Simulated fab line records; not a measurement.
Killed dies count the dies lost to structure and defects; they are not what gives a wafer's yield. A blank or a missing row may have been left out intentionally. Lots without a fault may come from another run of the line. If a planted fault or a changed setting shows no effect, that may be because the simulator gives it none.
fab line records	flow sky130
record lots=6	wafers=18	last-day=50
route steps=708 shown SONOS_ONO@181 GATE_OXIDE@187 PAD_OPEN@708
lots untouched by any fault: they come from a run of this same line in which no faults occurred
start-h: hours from the record's opening day to when the first of the lot's shown wafers began	wait-h: time in hours since the lot's previous step	" as in the row above	L1.1+2: a single row standing in for several wafers	- no value, or no start was given	* or withheld: withheld	< > ~ a bound
route shown NAME@n: a module of which the file shows steps, and the number in the route of the first	usual: average and standard deviation across the fault-free wafers	same: alike in all rows	chamber/n: place in a boat	sites: per-site readings	_std_site: the values' standard deviation	_edge_site: the outer-site mean with the inner-site mean subtracted	radius-mm: how far each site lies from the wafer's centre	mask NAME#n: copy n	behind: the tool/chamber that last shaped the wafer	hold: cause of the lot's hold/its duration in hours/its outcome	device: names the non-switching transistor (n, p or np)	end of line: the tests these same wafers got at the end of their route	a step with no rows: only its recipe	killed: the dies lost at the first sort to structure and to defects; this is not the yield of the wafer	map: per-die view of a wafer (x killed, . not killed, _ where there is no die)
set.NAME: the setting as run; set.NAME@STEP: as run at that earlier step	model.NAME: the simulator's own value behind a step, which no gauge read
lots seen at some steps along the route; tables by step, rows by wafer
services: a tool's chamber out of use, with start hour (start-h, from the record's first day; less than 0 if before it), hours out, and reason
## steps
# step SKY_SONOS_ONO_CD_MEAS_13
# recipe target-cd-nm=410
# usual cd-nm=410.8/1.7
lot.wafer	tool	chamber	start-h	wait-h	cd-nm
L638.2	cd-sem-01	-	321.34	0.1	410.7
L638.3	"	-	"	"	410.2
L638.6	"	-	"	"	410.7
L646.1	cd-sem-01	-	379.89	0.1	409.3
L646.2	"	-	"	"	409.8
L646.3	"	-	"	"	410.9
L653.1	cd-sem-02	-	439.92	0.1	409.7
L653.4	"	-	"	"	411.0
L653.6	"	-	"	"	410.2
L654.1	cd-sem-01	-	446.89	0.1	411.8
L654.2	"	-	"	"	412.3
L654.5	"	-	"	"	410.4
L656.3	cd-sem-01	-	459.43	0.1	411.4
L656.4	"	-	"	"	411.2
L656.6	"	-	"	"	412.6
L655.2	cd-sem-01	-	459.71	0.1	412.4
L655.3	"	-	"	"	411.8
L655.5	"	-	"	"	412.1
# step SKY_SONOS_ONO_OVL_MEAS_14
# usual SONOS_ONO_OVL=-0.5/1.6
lot.wafer	tool	chamber	start-h	wait-h	SONOS_ONO_OVL[nm]
L638.2	overlay-02	-	321.44	0.1	-0.2
L638.3	"	-	"	"	-0.4
L638.6	"	-	"	"	2.1
L646.1	overlay-02	-	380.01	0.1	-1.0
L646.2	"	-	"	"	0.6
L646.3	"	-	"	"	0.5
L653.1	overlay-02	-	440.04	0.1	2.0
L653.4	"	-	"	"	2.1
L653.6	"	-	"	"	-0.5
L654.1	overlay-02	-	447.01	0.1	-2.0
L654.2	"	-	"	"	0.2
L654.5	"	-	"	"	-2.3
L656.3	overlay-02	-	459.53	0.1	2.4
L656.4	"	-	"	"	2.3
L656.6	"	-	"	"	4.5
L655.2	overlay-02	-	459.82	0.1	-0.7
L655.3	"	-	"	"	0.5
L655.5	"	-	"	"	0.0
# step SKY_SONOS_ONO_ETCH_15
# recipe target-depth-nm=19.52	chemistry=CHF3/O2	source-w=600	bias-w=200	pressure-mtorr=40	chf3-flow-sccm=50	O2_flow_sccm=5	time-s=7.8
# usual chf3-flow-sccm=50.00/0.13	drypump-motor-current-A=5.5/0.41	oes-product-au=1.001/0.0099	rf-fwd-power-W=588.4/2.8	throttle-valve-pct=8.826/0.0096
lot.wafer	tool	chamber	start-h	wait-h	chf3-flow-sccm	drypump-motor-current-A	oes-product-au	rf-fwd-power-W	rf-hours-counter-h	throttle-valve-pct
L638.2	rie-diel-01	0	321.47	0.0	50.16	5.1	1.018	589.0	10	8.836
L638.3	"	2	"	"	49.90	5.4	1.008	595.5	4	8.837
L638.6	"	2	"	"	50.09	5.4	1.018	594.5	-	8.837
L646.1	rie-diel-03	1	380.04	0.0	50.24	5.2	1.024	582.9	5	8.825
L646.2	"	3	"	"	50.13	5.4	1.000	592.0	0	8.831
L646.3	"	0	"	"	50.02	6.2	0.999	591.7	2	8.813
L653.1	rie-diel-02	1	440.07	0.0	50.08	6.0	0.997	588.2	7	8.822
L653.4	"	2	"	"	50.13	5.2	1.013	586.6	8	8.830
L653.6	"	0	"	"	50.20	5.0	1.011	588.5	-	8.817
L654.1	rie-diel-02	2	447.05	0.0	49.54	5.2	1.008	588.3	8	8.832
L654.2	"	3	"	"	49.74	6.0	1.020	584.0	14	8.821
L654.5	"	2	"	"	49.80	5.2	1.025	586.9	-	8.843
L656.3	rie-diel-02	1	459.55	0.0	49.95	6.0	1.007	590.5	7	8.848
L656.4	"	2	"	"	50.00	5.2	1.012	589.8	8	8.822
L656.6	"	0	"	"	49.84	5.0	1.012	587.9	-	8.829
L655.2	rie-diel-01	0	459.85	0.0	49.92	5.1	1.000	584.7	13	8.828
L655.3	"	3	"	"	50.09	5.7	0.993	583.4	77	8.821
L655.5	"	0	"	"	49.91	5.2	1.005	585.3	-	8.830
# step SKY_SONOS_ONO_WET_ETCH_16
# recipe chemistry=dHF	target-depth-nm=14	dry=n2-spin	target=SiO2	dilution=100:1	temp-c=25	time-s=280
# step SKY_SONOS_ONO_STRIP_17
# recipe chemistry=O2/N2	power-w=1400	pressure-mtorr=1500	platen-temp-c=withheld	o2-flow-sccm=3000	n2-flow-sccm=300	overash-fraction=0.5
# usual drypump-motor-current-A=5.5/0.53	o2-flow-sccm=3000/9	oes-product-au=0.710/0.0045	strip-time-to-endpoint-s=14.11/0.042
lot.wafer	tool	chamber	start-h	wait-h	drypump-motor-current-A	o2-flow-sccm	oes-product-au	rf-hours-counter-h	strip-time-to-endpoint-s
L638.2	plasma-asher-04	0	321.58	0.0	6.4	3007	0.716	64	14.00
L638.3	"	1	"	"	4.9	3020	0.712	-	14.03
L638.6	"	0	"	"	6.4	3010	0.715	-	14.02
L646.1	plasma-asher-04	0	380.15	0.0	6.3	2996	0.715	71	14.10
L646.2	"	1	"	"	4.8	2992	0.704	71	14.07
L646.3	"	1	"	"	4.8	2979	0.712	-	14.05
L653.1	plasma-asher-01	0	440.18	0.0	5.8	3008	0.715	30	14.10
L653.4	"	1	"	"	5.7	2989	0.718	-	14.09
L653.6	"	0	"	"	5.8	2998	0.705	-	14.11
L654.1	plasma-asher-04	1	447.16	0.0	4.8	2988	0.706	1	14.13
L654.2	"	0	"	"	6.4	3008	0.713	1	14.10
L654.5	"	0	"	"	6.3	3014	0.715	-	14.07
L656.3	plasma-asher-04	0	459.69	0.0	6.4	3012	0.717	-	14.10
L656.4	"	1	"	"	4.8	2994	0.709	-	14.11
L656.6	"	0	"	"	6.4	3009	0.704	-	14.12
L655.2	plasma-asher-04	0	459.97	0.0	6.3	2993	0.713	3	14.08
L655.3	"	0	"	"	6.3	3005	0.702	-	14.07
L655.5	"	0	"	"	6.4	2984	0.714	-	14.03
# step SKY_SONOS_ONO_WET_ETCH_18
# recipe chemistry=H3PO4	target-depth-nm=15	target=Si3N4	temp-c=160	time-s=172
# step SKY_GATE_OXIDE_CLEAN_00
# recipe chemistry=SC1/SC2	mix=1:4:20	temp-c=70	time-s=150	dry=n2-spin
# step SKY_GATE_OXIDE_OXIDATION_01
# recipe temp-c=900	ambient=O2	stabilise-s=600	purge-s=300	target-thk-a=102.68	ox-time-s=1473
# step SKY_GATE_OXIDE_THK_MEAS_02
# recipe reads=SiO2_of_GATE_OXIDE_OXIDATION_01
# usual GATE_OXIDE_OXIDATION_00_THK=10.28/0.19
lot.wafer	tool	chamber	start-h	wait-h	GATE_OXIDE_OXIDATION_00_THK[nm]
L638.2	film-metro-01	-	324.12	0.0	10.29
L638.3	"	-	"	"	10.39
L638.6	"	-	"	"	10.39
L646.1	film-metro-01	-	385.53	0.0	10.38
L646.2	"	-	"	"	10.58
L646.3	"	-	"	"	10.70
L653.1	film-metro-01	-	442.39	0.0	10.20
L653.4	"	-	"	"	10.40
L653.6	"	-	"	"	10.57
L654.1	film-metro-03	-	452.14	0.0	10.49
L654.2	"	-	"	"	10.46
L654.5	"	-	"	"	10.47
L655.2	film-metro-03	-	466.94	0.0	10.36
L655.3	"	-	"	"	10.18
L655.5	"	-	"	"	10.46
L656.3	film-metro-01	-	466.95	0.0	10.39
L656.4	"	-	"	"	10.32
L656.6	"	-	"	"	10.28
# step SKY_GATE_OXIDE_DEHYDRATE_03
# recipe temp-c=200	time-s=60
# step SKY_GATE_OXIDE_HMDS_04
# recipe prime-time-s=60	prime-temp-c=120
# step SKY_GATE_OXIDE_COAT_05
# recipe resist=NOVOLAK	spin-rpm=3000	resist-thk-nm=1140
# step SKY_GATE_OXIDE_SOFTBAKE_06
# recipe temp-c=90	time-s=60	resist=NOVOLAK
# usual heater-power-total-W=56.59/0.042	run-length-s=89.18/0.14
lot.wafer	tool	chamber	start-h	wait-h	heater-power-total-W	run-length-s
L638.2	litho-track-04	0	337.17	0.1	56.61	89.25
L638.3	"	0	"	"	56.63	89.19
L638.6	"	0	"	"	56.55	89.48
L646.1	litho-track-03	0	398.77	0.1	56.53	89.08
L646.2	"	0	"	"	56.60	89.29
L646.3	"	0	"	"	56.61	89.25
L653.1	litho-track-04	0	458.05	0.1	60.31	78.91
L653.4	"	0	"	"	60.40	79.10
L653.6	"	0	"	"	60.34	78.93
L654.1	litho-track-01	0	465.38	0.1	56.61	89.02
L654.2	"	0	"	"	56.58	89.23
L654.5	"	0	"	"	56.59	89.19
L655.2	litho-track-04	0	482.52	0.1	60.33	79.10
L655.3	"	0	"	"	60.26	78.79
L655.5	"	0	"	"	60.39	78.81
L656.3	litho-track-03	0	482.87	0.1	56.57	89.37
L656.4	"	0	"	"	56.59	89.43
L656.6	"	0	"	"	56.62	89.00
# step SKY_GATE_OXIDE_EXPOSE_07
# recipe mask-id=LVOM	na=0.6	source-shape=conventional	sigma-outer=0.6	polarization=unpolarized	target-cd-nm=600	dose-mj=170
# step SKY_PAD_OPEN_PROBE_99
# usual killed_at_M0_to_M3=45/7.5	killed_at_M4_up=3.2/1.8	killed-at-contacts=24/4.9	killed-at-front-end=15/4.4	killed-at-other=0.3/0.54	killed-dies=87/9.8	killed-open=47/6.4	killed-short=40/6.5
# same gross-dies=492	killed-at-back-side=0
lot.wafer	tool	chamber	start-h	wait-h	killed_at_M0_to_M3	killed_at_M4_up	killed-at-contacts	killed-at-front-end	killed-at-other	killed-dies	killed-open	killed-short
L638.2	prober-01	-	1108.36	0.1	36	4	20	11	0	71	43	28
L638.3	prober-01	-	1108.41	0.2	45	4	29	13	2	93	52	41
L638.6	prober-01	-	1108.56	0.2	45	5	21	11	0	82	43	39
L646.1	prober-01	-	1150.66	0.1	33	2	27	12	0	74	43	29
L646.2	prober-01	-	1150.71	0.1	38	4	37	11	0	90	54	34
L646.3	prober-01	-	1150.76	0.2	35	6	22	17	0	80	40	39
L653.1	prober-02	-	1187.20	0.1	51	1	25	14	0	91	45	45
L653.4	prober-02	-	1187.35	0.2	44	6	21	11	0	82	44	38
L653.6	prober-02	-	1187.45	0.2	25	2	30	10	0	67	41	26
L654.1	prober-01	-	1189.19	0.1	44	0	21	15	0	80	46	34
L654.2	prober-01	-	1189.24	0.1	35	3	27	10	0	75	37	37
L654.5	prober-01	-	1189.39	0.2	28	4	29	12	0	73	42	31
L656.3	prober-02	-	1197.69	0.2	37	4	24	17	0	82	46	36
L656.4	prober-02	-	1197.74	0.2	39	2	29	12	1	83	46	37
L656.6	prober-02	-	1197.84	0.2	41	4	26	11	0	82	42	40
L655.2	prober-01	-	1198.41	0.1	46	3	25	18	0	92	45	47
L655.3	prober-01	-	1198.46	0.2	40	4	26	8	0	78	36	42
L655.5	prober-01	-	1198.56	0.2	53	3	19	20	0	95	49	46
# killed by level:class
L638.2 CONTACT:geometric-particle:open=8 VIA1:geometric-particle:open=8 VIA3:geometric-particle:open=6 LI_CONTACT:geometric-particle:short=5 VIA2:geometric-particle:open=5 VIA1:geometric-particle:short=5 LI_CONTACT:geometric-particle:open=4 FIELD_ISO:geometric-particle:open=3
L638.3 VIA1:geometric-particle:open=11 LI_CONTACT:geometric-particle:open=9 CONTACT:geometric-particle:open=9 VIA3:geometric-particle:open=8 VIA2:geometric-particle:open=7 METAL1:geometric-particle:short=6 LOCAL_INTERCONNECT:geometric-particle:short=5 VIA1:geometric-particle:short=5
L638.6 VIA2:geometric-particle:open=9 VIA1:geometric-particle:open=8 METAL2:geometric-particle:short=8 CONTACT:geometric-particle:open=7 METAL1:geometric-particle:short=7 VIA3:geometric-particle:open=7 LOCAL_INTERCONNECT:geometric-particle:short=6 FIELD_ISO:geometric-particle:short=5
L646.1 LI_CONTACT:geometric-particle:open=9 VIA2:geometric-particle:open=8 CONTACT:geometric-particle:open=8 VIA1:geometric-particle:open=6 CONTACT:geometric-particle:short=4 METAL1:geometric-particle:short=4 VIA1:geometric-particle:short=4 VIA3:geometric-particle:open=4
L646.2 LI_CONTACT:geometric-particle:open=14 VIA1:geometric-particle:open=9 CONTACT:geometric-particle:short=7 VIA3:geometric-particle:open=7 CONTACT:geometric-particle:open=6 METAL2:geometric-particle:short=6 FIELD_ISO:geometric-particle:open=5 LOCAL_INTERCONNECT:geometric-particle:short=4
L646.3 VIA1:geometric-particle:open=9 LI_CONTACT:geometric-particle:open=8 VIA1:geometric-particle:short=6 VIA2:geometric-particle:open=6 METAL4:geometric-particle:short=6 POLY_GATE:geometric-particle:short=5 CONTACT:geometric-particle:open=5 FIELD_ISO:geometric-particle:open=4
L653.1 VIA1:geometric-particle:open=14 CONTACT:geometric-particle:short=7 POLY_GATE:geometric-particle:short=6 VIA3:geometric-particle:open=6 METAL2:geometric-particle:short=6 METAL1:geometric-particle:short=5 CONTACT:geometric-particle:open=5 VIA3:geometric-particle:short=5
L653.4 VIA3:geometric-particle:open=10 VIA1:geometric-particle:open=8 METAL1:geometric-particle:short=8 CONTACT:geometric-particle:open=7 VIA2:geometric-particle:open=6 METAL4:geometric-particle:short=6 LI_CONTACT:geometric-particle:short=5 CONTACT:geometric-particle:short=5
L653.6 CONTACT:geometric-particle:open=9 LI_CONTACT:geometric-particle:open=9 VIA3:geometric-particle:open=6 CONTACT:geometric-particle:short=5 POLY_GATE:geometric-particle:open=4 LI_CONTACT:geometric-particle:short=4 METAL2:geometric-particle:short=4 VIA2:geometric-particle:open=4
L654.1 CONTACT:geometric-particle:open=9 VIA3:geometric-particle:open=9 VIA1:geometric-particle:open=8 VIA2:geometric-particle:short=7 VIA1:geometric-particle:short=7 CONTACT:geometric-particle:short=5 FIELD_ISO:geometric-particle:open=4 LI_CONTACT:geometric-particle:open=4
L654.2 CONTACT:geometric-particle:open=13 METAL2:geometric-particle:short=8 VIA1:geometric-particle:open=7 CONTACT:geometric-particle:short=6 VIA2:geometric-particle:short=6 LI_CONTACT:geometric-particle:open=5 VIA3:geometric-particle:short=4 VIA3:geometric-particle:open=4
L654.5 LI_CONTACT:geometric-particle:open=9 CONTACT:geometric-particle:open=8 VIA1:geometric-particle:short=6 CONTACT:geometric-particle:short=6 VIA3:geometric-particle:open=5 VIA2:geometric-particle:open=5 FIELD_ISO:geometric-particle:short=4 VIA1:geometric-particle:open=4
L656.3 VIA1:geometric-particle:open=14 LI_CONTACT:geometric-particle:open=8 LOCAL_INTERCONNECT:geometric-particle:short=8 FIELD_ISO:geometric-particle:short=6 CONTACT:geometric-particle:open=6 POLY_GATE:geometric-particle:short=4 METAL1:geometric-particle:short=4 METAL2:geometric-particle:short=4
L656.4 CONTACT:geometric-particle:open=13 VIA1:geometric-particle:open=11 FIELD_ISO:geometric-particle:short=6 VIA3:geometric-particle:open=6 CONTACT:geometric-particle:short=5 LOCAL_INTERCONNECT:geometric-particle:short=5 LI_CONTACT:geometric-particle:short=4 METAL1:geometric-particle:short=4
L656.6 CONTACT:geometric-particle:open=13 METAL1:geometric-particle:short=8 VIA1:geometric-particle:open=7 LI_CONTACT:geometric-particle:open=6 METAL2:geometric-particle:short=6 VIA2:geometric-particle:open=6 FIELD_ISO:geometric-particle:short=5 FIELD_ISO:geometric-particle:open=4
L655.2 VIA1:geometric-particle:open=14 METAL2:geometric-particle:short=10 CONTACT:geometric-particle:open=7 LI_CONTACT:geometric-particle:open=6 LOCAL_INTERCONNECT:geometric-particle:short=6 METAL1:geometric-particle:short=6 FIELD_ISO:geometric-particle:open=5 FIELD_ISO:geometric-particle:short=4
L655.3 LI_CONTACT:geometric-particle:open=8 METAL1:geometric-particle:short=7 METAL2:geometric-particle:short=7 VIA1:geometric-particle:open=5 CONTACT:geometric-particle:short=5 CONTACT:geometric-particle:open=5 VIA2:geometric-particle:open=5 LI_CONTACT:geometric-particle:short=4
L655.5 FIELD_ISO:geometric-particle:short=11 VIA1:geometric-particle:open=11 METAL2:geometric-particle:short=8 VIA2:geometric-particle:open=8 VIA3:geometric-particle:open=6 LI_CONTACT:geometric-particle:open=6 CONTACT:geometric-particle:open=6 METAL1:geometric-particle:short=5
## services
tool	chamber	start-h	hours	kind
rie-diel-01	0	303.17	11.1	repair
rie-diel-03	1	317.75	3.0	repair
rie-diel-01	3	319.80	2.5	repair
rie-diel-02	0	321.83	6.3	repair
rie-diel-03	1	339.90	5.9	repair
rie-diel-03	3	361.07	-	clean
rie-diel-03	3	361.07	16.5	scheduled-down
rie-diel-03	3	361.07	16.5	vent-cycle
rie-diel-01	-	367.09	28.1	pm
plasma-asher-04	-	404.28	1.1	repair
rie-diel-02	0	405.82	5.5	repair
plasma-asher-04	-	421.25	9.0	pm
plasma-asher-04	0	421.25	9.0	vent-cycle
plasma-asher-04	1	421.25	9.0	vent-cycle
plasma-asher-04	0	430.25	-	clean
plasma-asher-04	1	430.25	-	clean
rie-diel-02	-	433.04	0.7	repair
plasma-asher-01	-	451.72	25.9	repair
plasma-asher-04	-	475.77	2.8	pm
rie-diel-01	3	482.51	4.1	repair
## key
first-sign step=SKY_GATE_OXIDE_SOFTBAKE_06	reading=heater-power-total-W	direction=up	sigmas=90	usual=*	struck=*
effect step=SKY_GATE_OXIDE_SOFTBAKE_06	reading=run-length-s	direction=down	sigmas=75	usual=*	struck=*
met-at SKY_GATE_OXIDE_SOFTBAKE_06
struck-wafers L653.1,L653.4,L653.6,L655.2,L655.3,L655.5
tester-left-out L653,L655
onset-between 337.17 458.05
fault kind=process-parameter-drift	tool=litho-track-04	chamber=-	onset-h=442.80	steps=SKY_GATE_OXIDE_SOFTBAKE_06	channel=time-s	offset=*	shape=step	end-h=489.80	acts-in=*	stated=*
# tester-left-out: of these lots the tester's yield and bins aren't shown, on N5 and GAA mostly nor the transistor test; their killed dies are dies lost to structure and defects alone, not to doping, threshold or leakage, so they don't give the yield
